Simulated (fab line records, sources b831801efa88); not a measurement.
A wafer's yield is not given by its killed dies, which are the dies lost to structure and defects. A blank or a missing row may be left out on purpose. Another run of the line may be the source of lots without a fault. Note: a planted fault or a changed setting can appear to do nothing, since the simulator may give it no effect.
Matching of chambers | flow sky130 | SKY_VIA3_HDPCVD_00 on hdpcvd-02: 3 sister chambers
The step deposits SiO2, target thk 1635 nm, time 272.5 s. 3 wafers are shown with their chamber, then 9 later ones without.

## WAFERS WITH THEIR CHAMBER
wafer  | chamber | susceptor temp C (C)
L732.2 | 0       | 399.61
L732.3 | 2       | 399.95
L732.5 | 1       | 400.11

## WAFERS WHOSE CHAMBER IS MISSING
wafer  | susceptor temp C (C)
L735.3 | 399.84
L735.4 | 399.97
L735.6 | 400.06
L736.2 | 400.03
L736.4 | 399.78
L736.6 | 399.84
L738.1 | 400.01
L738.4 | 400.45
L738.5 | 400.43

## WHICH CHAMBER EACH ONE RAN IN
wafer  | from the rows above          | in truth
L735.3 | can't be placed: 2 or 0 or 1 | 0
L735.4 | can't be placed: 2 or 1 or 0 | 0
L735.6 | can't be placed: 1 or 2      | 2
L736.2 | can't be placed: 2 or 1 or 0 | 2
L736.4 | can't be placed: 0 or 2 or 1 | 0
L736.6 | can't be placed: 2 or 0 or 1 | 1
L738.1 | can't be placed: 2 or 1 or 0 | 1
L738.4 | can't be placed: 1 or 2      | 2
L738.5 | can't be placed: 1 or 2      | 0
Correctly placed: 0 of 9. Can't be placed from these rows: 9 (the true chamber is among the candidates in 8). Number placed wrongly: 0.
How it was worked out, from the rows above alone: a wafer's distance from a chamber is the root of the sum, over the readings, of the square of ((its reading less the chamber's mean) divided by the reading's scatter). The wafer belongs to the nearest chamber; if the next one is less than 2 further off, it can't be placed. For every chamber, the mean is computed from those of its wafers that are shown. The scatter: root of mean squared gap, hidden wafer to nearest shown wafer, with one shown wafer a chamber.
